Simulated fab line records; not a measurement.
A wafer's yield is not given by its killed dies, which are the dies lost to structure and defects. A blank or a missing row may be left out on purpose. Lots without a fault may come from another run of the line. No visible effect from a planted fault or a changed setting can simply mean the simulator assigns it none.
Which tool did it?	flow gf180mcu	24 lots with 72 wafers sampled at 4 steps, on a route of 602 steps

== WHAT EACH GAUGE READ, for each wafer ==
GF_V4_THK_MEAS_01.
lot	measured	on	V4_CVD_00_THK (nm)
L074	day 23 09:58	filmMetro-03	617 602 618
L075	day 23 19:29	filmMetro-01	604 619 614
L076	day 24 09:25	filmMetro-03	615 615 604
L077	day 24 13:07	filmMetro-04	597 609 593
L078	day 25 03:50	filmMetro-03	611 601 609
L079	day 25 12:49	filmMetro-04	601 596 619
L080	day 25 21:55	filmMetro-01	607 592 603
L081	day 26 02:55	filmMetro-04	617 616 611
L082	day 26 05:37	filmMetro-04	608 611 611
L083	day 26 18:49	filmMetro-04	610 611 608
L084	day 26 23:33	filmMetro-04	594 593 595
L085	day 27 03:10	filmMetro-01	605 593 613
L086	day 27 19:52	filmMetro-01	609 597 603
L087	day 27 22:41	filmMetro-04	593 596 596
L088	day 28 03:40	filmMetro-01	602 602 603
L089	day 28 10:22	filmMetro-04	612 614 602
L090	day 28 19:19	filmMetro-03	598 603 592
L091	day 28 22:42	filmMetro-04	602 609 596
L092	day 29 19:22	filmMetro-04	613 610 613
L093	day 29 12:32	filmMetro-04	603 614 606
L094	day 29 22:23	filmMetro-04	606 604 599
L095	day 30 01:43	filmMetro-01	603 602 607
L096	day 30 04:43	filmMetro-03	602 588 597
L097	day 30 14:50	filmMetro-03	597 596 592

== WHAT TOOL EACH LOT RAN ON (gives the tool, then ch and the chambers of the sampled wafers, and finally the start) ==
lot	GF_V1_CVD_23	GF_M2_SPUTTER_00	GF_V2_STRIP_18
L074	cvdW-01 ch 1, day 18 02:07	pvdSputter-03, day 18 02:56	plasmaAsher-03 ch 0,1, day 20 05:26
L075	cvdW-02 ch 0,1, day 18 12:20	pvdSputter-03, day 18 13:29	plasmaAsher-02 ch 1, day 20 15:49
L076	cvdW-02 ch 0,1, day 19 03:38	pvdSputter-04, day 19 04:13	plasmaAsher-01 ch 1, day 21 07:04
L077	cvdW-01 ch 0,1, day 19 06:38	pvdSputter-04, day 19 07:14	plasmaAsher-03 ch 0,1, day 21 10:37
L078	cvdW-01 ch 0,1, day 19 22:36	pvdSputter-04, day 19 23:10	plasmaAsher-03 ch 0,1, day 22 02:07
L079	cvdW-02 ch 0,1, day 20 10:14	pvdSputter-03, day 20 10:49	plasmaAsher-03 ch 0,1, day 22 12:32
L080	cvdW-01 ch 0,1, day 20 20:34	pvdSputter-03, day 20 21:10	plasmaAsher-02 ch 0,1, day 22 22:07
L081	cvdW-02 ch 0,1, day 21 02:01	pvdSputter-03, day 21 02:34	plasmaAsher-02 ch 0,1, day 23 03:37
L082	cvdW-02 ch 0,1, day 21 07:14	pvdSputter-03, day 21 07:50	plasmaAsher-03 ch 0,1, day 23 08:04
L083	cvdW-02 ch 0,1, day 21 18:55	pvdSputter-03, day 21 19:29	plasmaAsher-03 ch 0,1, day 23 20:04
L084	cvdW-02 ch 0,1, day 22 01:10	pvdSputter-01, day 22 01:43	plasmaAsher-02 ch 0,1, day 24 01:49
L085	cvdW-02 ch 0,1, day 22 06:14	pvdSputter-03, day 22 06:50	plasmaAsher-02 ch 0,1, day 24 06:35
L086	cvdW-02 ch 0,1, day 22 22:59	pvdSputter-01, day 22 23:34	plasmaAsher-02 ch 0,1, day 24 22:46
L087	cvdW-01 ch 0,1, day 23 03:44	pvdSputter-03, day 23 04:20	plasmaAsher-02 ch 1, day 25 02:58
L088	cvdW-02 ch 0,1, day 23 10:31	pvdSputter-04, day 23 11:07	plasmaAsher-03 ch 0,1, day 25 09:10
L089	cvdW-01 ch 0,1, day 23 17:23	pvdSputter-01, day 23 17:56	plasmaAsher-01 ch 0,1, day 25 16:37
L090	cvdW-02 ch 0,1, day 24 01:58	pvdSputter-01, day 24 02:34	plasmaAsher-01 ch 0,1, day 26 01:11
L091	cvdW-02 ch 1, day 24 07:47	pvdSputter-04, day 24 08:22	plasmaAsher-03 ch 0,1, day 26 05:44
L092	cvdW-02 ch 0,1, day 24 16:25	pvdSputter-04, day 24 17:01	plasmaAsher-01 ch 0,1, day 26 13:43
L093	cvdW-01 ch 0,1, day 24 23:57	pvdSputter-01, day 25 00:32	plasmaAsher-03 ch 0,1, day 26 21:13
L094	cvdW-01 ch 0,1, day 25 10:33	pvdSputter-04, day 25 11:07	plasmaAsher-02 ch 0,1, day 27 06:45
L095	cvdW-01 ch 0,1, day 25 13:57	pvdSputter-01, day 25 14:32	plasmaAsher-03 ch 0,1, day 27 10:46
L096	cvdW-01 ch 0,1, day 25 17:37	pvdSputter-04, day 25 18:13	plasmaAsher-03 ch 0, day 27 13:01
L097	cvdW-01 ch 0,1, day 26 05:26	pvdSputter-03, day 26 05:59	plasmaAsher-03 ch 0,1, day 28 00:31
- GF_V1_CVD_23: deposits W, target thk 350 nm, time 105.05 s.
- GF_M2_SPUTTER_00: material Ti, target thk 37.5 nm, time 150 s.
- GF_V2_STRIP_18: strips in O2/N2.

== WHAT THE TOOLS THEMSELVES READ (means of the sampled wafers that have a number; where no wafer has one, the mark that the record gives instead) ==
GF_V1_CVD_23.
lot	tool	heaterPowerW (W)
L074	cvdW-01	1033
L075	cvdW-02	903
L076	cvdW-02	827
L077	cvdW-01	1028
L078	cvdW-01	1033
L079	cvdW-02	912
L080	cvdW-01	1009
L081	cvdW-02	818
L082	cvdW-02	823
L083	cvdW-02	817
L084	cvdW-02	905
L085	cvdW-02	914
L086	cvdW-02	918
L087	cvdW-01	1039
L088	cvdW-02	910
L089	cvdW-01	1026
L090	cvdW-02	909
L091	cvdW-02	727
L092	cvdW-02	901
L093	cvdW-01	1013
L094	cvdW-01	1042
L095	cvdW-01	1036
L096	cvdW-01	1032
L097	cvdW-01	1026

GF_M2_SPUTTER_00.
lot	tool	throttleValvePct (%)
L074	pvdSputter-03	29.2
L075	pvdSputter-03	29.8
L076	pvdSputter-04	29.5
L077	pvdSputter-04	29.8
L078	pvdSputter-04	29.9
L079	pvdSputter-03	28.9
L080	pvdSputter-03	28.7
L081	pvdSputter-03	29.5
L082	pvdSputter-03	29.2
L083	pvdSputter-03	29.5
L084	pvdSputter-01	30.1
L085	pvdSputter-03	29.9
L086	pvdSputter-01	30.2
L087	pvdSputter-03	29.5
L088	pvdSputter-04	30.2
L089	pvdSputter-01	29.9
L090	pvdSputter-01	30.7
L091	pvdSputter-04	30.2
L092	pvdSputter-04	30.2
L093	pvdSputter-01	30.7
L094	pvdSputter-04	29.1
L095	pvdSputter-01	31.1
L096	pvdSputter-04	29.4
L097	pvdSputter-03	29.9

GF_V2_STRIP_18.
lot	tool	drypumpMotorCurrentA (A)	heaterPowerW (W)	oesProductAu (a.u.)
L074	plasmaAsher-03	5.6	362	0.590
L075	plasmaAsher-02	5.7	337	0.585
L076	plasmaAsher-01	5.8	384	0.592
L077	plasmaAsher-03	5.6	364	0.600
L078	plasmaAsher-03	5.9	372	0.591
L079	plasmaAsher-03	5.6	369	0.587
L080	plasmaAsher-02	6.4	336	0.593
L081	plasmaAsher-02	6.4	336	0.590
L082	plasmaAsher-03	5.9	372	0.595
L083	plasmaAsher-03	5.9	374	0.590
L084	plasmaAsher-02	6.4	333	0.590
L085	plasmaAsher-02	6.1	336	0.592
L086	plasmaAsher-02	6.0	341	0.592
L087	plasmaAsher-02	5.7	336	0.595
L088	plasmaAsher-03	5.9	381	0.596
L089	plasmaAsher-01	5.4	337	0.587
L090	plasmaAsher-01	5.4	332	0.590
L091	plasmaAsher-03	5.7	370	0.595
L092	plasmaAsher-01	5.5	334	0.589
L093	plasmaAsher-03	6.0	378	0.592
L094	plasmaAsher-02	6.0	336	0.590
L095	plasmaAsher-03	5.9	379	0.595
L096	plasmaAsher-03	6.2	385	0.591
L097	plasmaAsher-03	5.9	379	0.592

== THE ANSWER, worked out from the rows above alone ==
Rule: usual is defined by the lots themselves. Put in order of their means at a reading, lots are off if they are a third of the lots or fewer, leave a main group of 4 or more, and stand apart from it by a gap of 3 or more times the standard deviation of the main group's means; of several such gaps the widest counts. A main group whose means are all the same, to the digits that the tables above print for the reading, isn't used. A lot without any number at a reading at which 4 lots or more have one is off too. Any other lot the step has rows for is counted as sound. First the gauges in route order, then the tools' own readings, where a lot's mean is used as printed above. At the first step where some lot is off, the reading lying furthest off is the one used; lots without a number count as furthest.
Across all readings shown, no lot is off: no conclusion can be drawn from this.

== WHAT HAD BEEN PUT IN BY THE SIMULATOR ==
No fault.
